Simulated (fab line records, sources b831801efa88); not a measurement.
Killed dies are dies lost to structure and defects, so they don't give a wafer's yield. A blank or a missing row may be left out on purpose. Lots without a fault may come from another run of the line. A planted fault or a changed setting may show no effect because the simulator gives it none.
A struck lot beside a sound one | flow sky130 | 20 steps out of a route of 708
Sound: wafers L864.1, L864.5, L864.6. Struck: wafers L876.1, L876.2, L876.3. The cause comes at the end.
At each step with rows: each side's tool, then ch and its chambers, then its first start. Under that, the readings that differ: sound wafers | struck wafers | difference of the means | sigmas: that difference in standard deviations of wafers without a fault.
alike: readings whose means differ by less than 2 such deviations, and words and numbers that are the same on both sides. not compared: withheld readings, readings that some wafer has no value for, bounds like >300 that may hide the same value, and numbers for which the record gives no deviation and whose values overlap.
The two part at a step that has a row with sigmas, a row that says differs or no value, or rows on one side only. Numbers that don't overlap but have no deviation are shown without sigmas and don't part them. A reading that every wafer of one side lacks parts them only if that side has two wafers or more.

SKY_RES_XHIGH_STRIP_08: strips in O2/N2.
  sound on plasma_asher-01 ch 0,1, day 29 01:01; struck on plasma_asher-03 ch 0,1, day 32 17:31
  alike: drypump_motor_current_A, oes_product_au, strip_time_to_endpoint_s
  not compared: rf_hours_counter_h
SKY_RES_XHIGH_TW_MEAS_09:
  sound on film_metro-01, day 29 01:07; struck on film_metro-01, day 32 17:37
  alike: RES_XHIGH_TW
then, 7 steps without rows for these wafers: SKY_SD_N_DEHYDRATE_00 (time 60 s); SKY_SD_N_HMDS_01 (prime time 60 s); SKY_SD_N_COAT_02 (resist thk 1140 nm); SKY_SD_N_SOFTBAKE_03 (time 60 s); SKY_SD_N_EXPOSE_04 (exposes mask NSDM, target cd 380 nm); SKY_SD_N_PEB_05; SKY_SD_N_DEVELOP_06 (develop time 60 s).
SKY_SD_N_CD_MEAS_07: target cd 380 nm.
  sound on cd_sem-02, day 30 03:13; struck on cd_sem-01, day 33 19:49
  reading    | sound             | struck            | difference | sigmas
  cd_nm (nm) | 374.9 376.5 378.3 | 384.2 382.0 383.9 | +6.8       | +3
SKY_SD_N_OVL_MEAS_08:
  sound on overlay-02, day 30 03:20; struck on overlay-02, day 33 19:56
  alike: SD_N_OVL
then, 1 step without rows for these wafers: SKY_SD_N_IMPLANT_09.
SKY_SD_N_IMPLANT_10:
  sound on implanter-01 ch 0, day 30 03:31; struck on implanter-01 ch 0, day 33 20:26
  alike: end_station_pressure_torr
SKY_SD_N_STRIP_11: strips in O2/N2.
  sound on plasma_asher-02 ch 0,1, day 30 03:40; struck on plasma_asher-04 ch 0,1, day 33 20:35
  alike: drypump_motor_current_A, oes_product_au, strip_time_to_endpoint_s
  not compared: rf_hours_counter_h
SKY_SD_N_TW_MEAS_12:
  sound on film_metro-04, day 30 03:46; struck on film_metro-01, day 33 20:41
  alike: SD_N_TW
then, 1 step without rows for these wafers: SKY_SD_N_CLEAN_13 (cleans in SC1/SC2, time 150 s).
SKY_SD_N_RTA_14: time 2 s.
  sound on rtp_anneal-02 ch 0, day 30 03:53; struck on rtp_anneal-02 ch 0, day 33 20:48
  alike: lamp_power_pct, wafer_temp_C_max
SKY_SD_N_RS_MEAS_16: measures by four-point-probe.
  sound on film_metro-02, day 30 04:03; struck on film_metro-02, day 33 20:58
  reading          | sound             | struck            | difference | sigmas
  SD_N_RS (ohm/sq) | 68.80 68.76 68.61 | 66.04 66.08 66.04 | -2.67      | -24
SKY_SD_N_RS_MEAS_17: measures by four-point-probe.
  sound on film_metro-02, day 30 04:10; struck on film_metro-02, day 33 21:14
  alike: SD_P_RS
-- the record jumps here: 16 days lie between the struck wafers' starts before and after (it left off in module SD_N and takes up again in module PAD_OPEN, whose first step shown is number 708 of the route) --
SKY_PAD_OPEN_PROBE_99:
  sound on prober-01, day 47 06:26; struck on prober-01, day 49 22:26
  reading                                 | sound                | struck              | difference | sigmas
  model.etest.sonos_uncharged.r_on_ohm_um | 815.5 804.9 814.8    | 804.3 802.4 799.8   | -9.6       |
  model.etest.res_ndiff.rs_ohm_sq         | 119.4 119.3 120      | 116.6 115.2 115.7   | -3.7       |
  model.etest.res_ndiff_hv.rs_ohm_sq      | 113.5 113.3 114.4    | 110.2 111.2 110.2   | -3.2       |
  model.etest.nfet_01v8_lvt.vt_sat_v (V)  | 0.5499 0.5309 0.5457 | 0.5189 0.5253 0.528 | -0.0181    |
  alike: killed_at_M0_to_M3, killed_at_M4_up, killed_at_contacts, killed_at_front_end, killed_at_other, killed_dies, killed_open, killed_short

WHERE THEY PART
First at SKY_SD_N_CD_MEAS_07; last, within this record, at SKY_SD_N_RS_MEAS_16. Later steps at which nothing parts them and some readings are alike: SKY_SD_N_RS_MEAS_17, SKY_PAD_OPEN_PROBE_99.

WHY: what the simulator had put in
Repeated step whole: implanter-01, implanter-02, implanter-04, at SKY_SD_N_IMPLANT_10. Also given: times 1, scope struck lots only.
